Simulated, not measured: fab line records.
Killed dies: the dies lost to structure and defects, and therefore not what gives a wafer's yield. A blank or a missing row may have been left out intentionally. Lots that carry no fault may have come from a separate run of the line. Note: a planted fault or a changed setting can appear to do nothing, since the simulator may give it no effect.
2 desks looking at one fault + flow sky130 + each desk holds nothing but its own numbers, with what lay behind them at the end

## THE METROLOGY DESK
What the gauges read for every lot (on any tool): the sampled wafers with a number, averaged. The brackets show how far a lot's mean lies from the usual mean; more than 4 standard deviations puts the lot out of limits, marked OUT.
Columns: A = cd_nm at SKY_LI_CONTACT_CD_MEAS_12, usual 170.0 nm; B = LI_CONTACT_OVL at SKY_LI_CONTACT_OVL_MEAS_13, usual -1 nm
| lot  | first seen here | A     | B  |
|------|-----------------|-------|----|
| L317 | day 29 08:22    | 171.3 | -2 |
| L321 | day 30 09:16    | 170.2 | 3  |
| L326 | day 32 04:11    | 170.7 | -4 |
| L332 | day 34 11:02    | 170.2 | -7 |
| L333 | day 34 21:53    | 172.7 | 7  |
| L338 | day 36 17:58    | 170.5 | -3 |
Finding of this desk: none of the 6 lots has anything out of limits.

## THE TOOL OWNER'S DESK: pvd_sputter-01
The tool's own readings at SKY_LI_CONTACT_SPUTTER_19 (material Ti, target thk 20 nm, time 106.37 s): means of the sampled wafers that have a number, for each lot that ran on this tool. The brackets show how far a lot's mean lies from the usual mean; more than 4 standard deviations puts the lot out of limits, marked OUT.
Columns: A = throttle_valve_pct at SKY_LI_CONTACT_SPUTTER_19, usual 29.9 %
| lot  | first seen here | A    |
|------|-----------------|------|
| L317 | day 29 08:56    | 31.6 |
| L326 | day 32 04:43    | 30.8 |
| L332 | day 34 11:38    | 30.8 |
| L333 | day 34 22:28    | 29.5 |
Finding of this desk: none of the 4 lots has anything out of limits.

## BROUGHT TOGETHER
The metrology desk saw nothing out of limits.
The desk of the tool owner found nothing out of limits.

## WHAT WAS PUT IN BY THE SIMULATOR
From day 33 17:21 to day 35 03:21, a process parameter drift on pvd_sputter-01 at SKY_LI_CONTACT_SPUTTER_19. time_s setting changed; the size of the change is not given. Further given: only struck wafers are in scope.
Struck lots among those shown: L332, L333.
